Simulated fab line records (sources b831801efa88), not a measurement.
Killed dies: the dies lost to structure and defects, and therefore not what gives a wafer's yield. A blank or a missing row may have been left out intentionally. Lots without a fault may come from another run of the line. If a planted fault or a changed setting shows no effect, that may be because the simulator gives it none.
The tool behind it: which one? | flow sky130 | 11 lots, 33 wafers sampled, at 5 steps of a route of 708

WHAT THE GAUGES SHOWED, per wafer
SKY_PAD_OPEN_BOW_MEAS_13.
lot  | measured     | on           | PAD_OPEN_BOW (um)
L588 | day 45 12:19 | filmMetro-02 | 45 45 42
L589 | day 46 02:11 | filmMetro-01 | 105 86 94
L590 | day 46 05:40 | filmMetro-04 | 120 119 108
L591 | day 46 14:26 | filmMetro-02 | 90 93 93
L598 | day 48 15:31 | filmMetro-04 | 38 44 48
L600 | day 49 02:37 | filmMetro-04 | 40 36 38
L603 | day 49 15:17 | filmMetro-02 | 40 51 40
L602 | day 49 18:18 | filmMetro-02 | 54 60 43
L605 | day 50 03:25 | filmMetro-04 | 44 56 51
L607 | day 50 09:59 | filmMetro-04 | 52 43 43
L610 | day 50 18:56 | filmMetro-04 | 45 37 58

TOOL THAT RAN EACH LOT (tool first, then ch and the chambers of the sampled wafers, then the start)
lot  | SKY_METAL4_SPUTTER_02       | SKY_VIA4_STRIP_13                   | SKY_METAL5_METAL_ETCH_15         | SKY_PAD_OPEN_ANNEAL_12
L588 | pvdSputter-01, day 39 11:34 | plasmaAsher-03 ch 0,1, day 42 13:41 | rieMetal-03 ch 0,1, day 43 13:48 | furnace-02 ch 0, day 45 10:49
L589 | pvdSputter-04, day 40 04:12 | plasmaAsher-03 ch 0,1, day 43 04:50 | rieMetal-01 ch 0,1, day 44 05:03 | furnace-01, day 46 00:40
L590 | pvdSputter-02, day 40 07:08 | plasmaAsher-01 ch 0,1, day 43 08:16 | rieMetal-03 ch 0,1, day 44 08:09 | furnace-02, day 46 04:10
L591 | pvdSputter-04, day 40 16:59 | plasmaAsher-02 ch 0,1, day 43 16:43 | rieMetal-01 ch 0,1, day 44 16:03 | furnace-01, day 46 12:55
L598 | pvdSputter-04, day 43 08:07 | plasmaAsher-03 ch 0, day 46 04:38   | rieMetal-03 ch 0,1, day 47 02:00 | furnace-01 ch 0, day 48 14:01
L600 | pvdSputter-02, day 43 19:25 | plasmaAsher-03 ch 0,1, day 46 13:04 | rieMetal-03 ch 0,1, day 47 08:57 | furnace-01 ch 0, day 49 01:05
L603 | pvdSputter-02, day 44 08:08 | plasmaAsher-02 ch 0,1, day 47 02:20 | rieMetal-03 ch 0,1, day 47 23:56 | furnace-01 ch 0, day 49 13:47
L602 | pvdSputter-04, day 44 09:49 | plasmaAsher-01 ch 0,1, day 47 03:35 | rieMetal-01 ch 0,1, day 48 01:15 | furnace-01 ch 0, day 49 16:47
L605 | pvdSputter-04, day 45 02:16 | plasmaAsher-03 ch 0,1, day 47 16:01 | rieMetal-02 ch 0,1, day 48 12:21 | furnace-01 ch 0, day 50 01:55
L607 | pvdSputter-02, day 45 09:14 | plasmaAsher-01 ch 0,1, day 47 23:53 | rieMetal-03 ch 0,1, day 48 20:15 | furnace-02 ch 0, day 50 08:28
L610 | pvdSputter-04, day 45 22:52 | plasmaAsher-02 ch 0,1, day 48 11:20 | rieMetal-01 ch 0,1, day 49 07:06 | furnace-01 ch 0, day 50 17:26
- SKY_METAL4_SPUTTER_02: material AlCu, target thk 735 nm, time 38.4 s.
- SKY_VIA4_STRIP_13: strips in O2/N2.
- SKY_METAL5_METAL_ETCH_15: etches the open film in Cl2/BCl3, stops on SiO2, target depth 1260 nm, time 239.8 s.
- SKY_PAD_OPEN_ANNEAL_12

THE ANSWER, worked out from the rows above alone
Rule: what is usual is taken from the lots themselves. The widest of any qualifying gaps counts: lots, ordered by their means at a reading, are off when they make up no more than a third of the lots, leave a main group of 4 or more, and stand apart from it by 3 or more times the standard deviation of that group's means. Not used: any main group whose means are identical at the precision the tables above print for the reading. Also off: a lot with no number at a reading for which 4 or more lots have one. Any other lot the step has rows for is counted as sound.
Off: L589, L590, L591, seen at SKY_PAD_OPEN_BOW_MEAS_13 (PAD_OPEN_BOW). For the main group the mean is 46 um and the standard deviation 4.2.
A tool fits if, at a process step before that reading, it ran every lot that is off, and no sound lot after the first of them. Gauges at SKY_PAD_OPEN_BOW_MEAS_13: tried the same way as those tools. Of those tried, none fits.

WHAT THE SIMULATOR PUT IN
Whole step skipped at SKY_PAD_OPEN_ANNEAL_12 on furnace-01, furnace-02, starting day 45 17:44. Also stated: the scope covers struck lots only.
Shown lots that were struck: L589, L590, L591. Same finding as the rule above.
